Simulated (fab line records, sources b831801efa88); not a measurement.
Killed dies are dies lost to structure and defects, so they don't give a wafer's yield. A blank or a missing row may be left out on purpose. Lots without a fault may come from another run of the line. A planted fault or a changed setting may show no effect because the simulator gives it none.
Chamber matching | flow gf180mcu | GF_V4_CMP_26 on cmp-01: 4 sister chambers
The step polishes, stops on SiO2, t overpolish 15 s, target thk 0 nm. 8 wafers are shown with their chamber, then 11 later ones without.

WAFERS WITH THEIR CHAMBER
wafer  | chamber | motor_current_A (A) | overpolish_run_s (s)
L076.6 | 1       | 11.3                | 14.994
L084.1 | 3       | 10.1                | 14.992
L084.3 | 0       | 11.0                | 14.996
L084.5 | 2       | 12.2                | 14.985
L086.1 | 0       | 10.5                | 14.998
L086.4 | 1       | 12.3                | 14.984
L086.5 | 2       | 12.3                | 14.990
L087.1 | 3       | 9.7                 | 14.999

WAFERS WITHOUT THEIR CHAMBER
wafer  | motor_current_A (A) | overpolish_run_s (s)
L087.3 | 11.0                | 15.004
L087.4 | 12.5                | 15.010
L088.3 | 11.4                | 14.997
L088.4 | 10.0                | 15.001
L088.6 | 12.0                | 14.992
L093.1 | 10.3                | 14.975
L093.2 | 11.9                | 15.002
L093.5 | 11.5                | 14.983
L096.1 | 12.1                | 15.010
L096.2 | 12.1                | 15.001
L096.6 | 9.6                 | 15.017

WHICH CHAMBER EACH WENT THROUGH
wafer  | from the rows above               | in truth
L087.3 | can't be placed: 0 or 3           | 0
L087.4 | can't be placed: 1 or 2 or 0      | 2
L088.3 | can't be placed: 0 or 1 or 2      | 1
L088.4 | can't be placed: 3 or 0           | 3
L088.6 | can't be placed: 1 or 2           | 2
L093.1 | can't be placed: 3 or 1 or 0 or 2 | 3
L093.2 | can't be placed: 1 or 0 or 2      | 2
L093.5 | can't be placed: 1 or 2           | 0
L096.1 | can't be placed: 0 or 1 or 2 or 3 | 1
L096.2 | can't be placed: 1 or 2 or 0      | 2
L096.6 | can't be placed: 3 or 0           | 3
Placed correctly: 0 of 11. Can't be placed from these rows: 11 (the true chamber is among the candidates in 10). Placed wrongly: 0.
How it was worked out, from the rows above alone: a wafer's distance from a chamber is the root of the sum, over the readings, of the square of ((its reading less the chamber's mean) divided by the reading's scatter). The wafer belongs to the nearest chamber; if the next one is less than 2 further off, it can't be placed. A chamber's mean is the mean of its shown wafers. The scatter: the root of (the sum of the squares of (reading less its chamber's mean) over the shown wafers, divided by (wafers less chambers)).
